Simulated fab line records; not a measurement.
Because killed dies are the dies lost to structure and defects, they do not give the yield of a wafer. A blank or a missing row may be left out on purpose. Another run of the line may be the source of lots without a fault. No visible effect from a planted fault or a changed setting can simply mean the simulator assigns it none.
What tool caused it? :: flow sky130 :: 33 wafers sampled from 11 lots at 1 step of a route of 708

## WHAT THE GAUGES SHOWED, per wafer
SKY_LDD_LDN_OVL_MEAS_07. Usual: LDD_LDN_OVL 1.4 nm, standard deviation 1.3.
lot: L298
measured: day 23 08:55
on: overlay-02
LDD_LDN_OVL (nm): 0.9 2.7 1.9
flag: 

lot: L302
measured: day 25 07:04
on: overlay-02
LDD_LDN_OVL (nm): 1.1 0.5 1.5
flag: 

lot: L303
measured: day 25 15:46
on: overlay-01
LDD_LDN_OVL (nm): 1.2 1.5 1.2
flag: 

lot: L306
measured: day 26 11:24
on: overlay-01
LDD_LDN_OVL (nm): 0.9 0.3 -0.3
flag: 

lot: L309
measured: day 27 11:28
on: overlay-01
LDD_LDN_OVL (nm): 1.8 2.0 0.7
flag: 

lot: L314
measured: day 28 22:34
on: overlay-02
LDD_LDN_OVL (nm): 2.7 2.2 2.3
flag: 

lot: L315
measured: day 29 08:56
on: overlay-02
LDD_LDN_OVL (nm): 1.9 1.3 0.8
flag: 

lot: L316
measured: day 29 16:47
on: overlay-01
LDD_LDN_OVL (nm): 1.5 3.3 1.5
flag: 

lot: L317
measured: day 29 19:44
on: overlay-02
LDD_LDN_OVL (nm): 1.6 1.2 2.4
flag: 

lot: L318
measured: day 30 08:49
on: overlay-02
LDD_LDN_OVL (nm): 2.6 1.9 3.1
flag: 

lot: L319
measured: day 30 12:22
on: overlay-02
LDD_LDN_OVL (nm): -2.3 -1.8 -2.0
flag: 

## EACH LOT AND THE TOOL THAT RAN IT (in order: tool; ch and the chambers of the sampled wafers; start)
There is no process step in the record ahead of these readings.

## AS READ BY THE TOOLS THEMSELVES (means over the sampled wafers that have a number; for cases with no such wafer, the mark the record gives instead)
The record holds no such reading with a usual standard deviation.

## THE ANSWER, worked out from the rows above alone
Rule: lot off if the mean of its wafers having a number is beyond 3 standard deviations from the usual mean. Also off: a lot with no number at a reading for which 4 or more lots have one. Any other lot the step has rows for is counted as sound. After the gauges, taken in route order, come the tools' own readings; for these a lot's mean is taken, as printed above. At the first step where some lot is off, the reading lying furthest off is the one used; lots without a number count as furthest.
None of the lots is off at any reading shown; this tells nothing.

## WHAT WAS PUT IN BY THE SIMULATOR
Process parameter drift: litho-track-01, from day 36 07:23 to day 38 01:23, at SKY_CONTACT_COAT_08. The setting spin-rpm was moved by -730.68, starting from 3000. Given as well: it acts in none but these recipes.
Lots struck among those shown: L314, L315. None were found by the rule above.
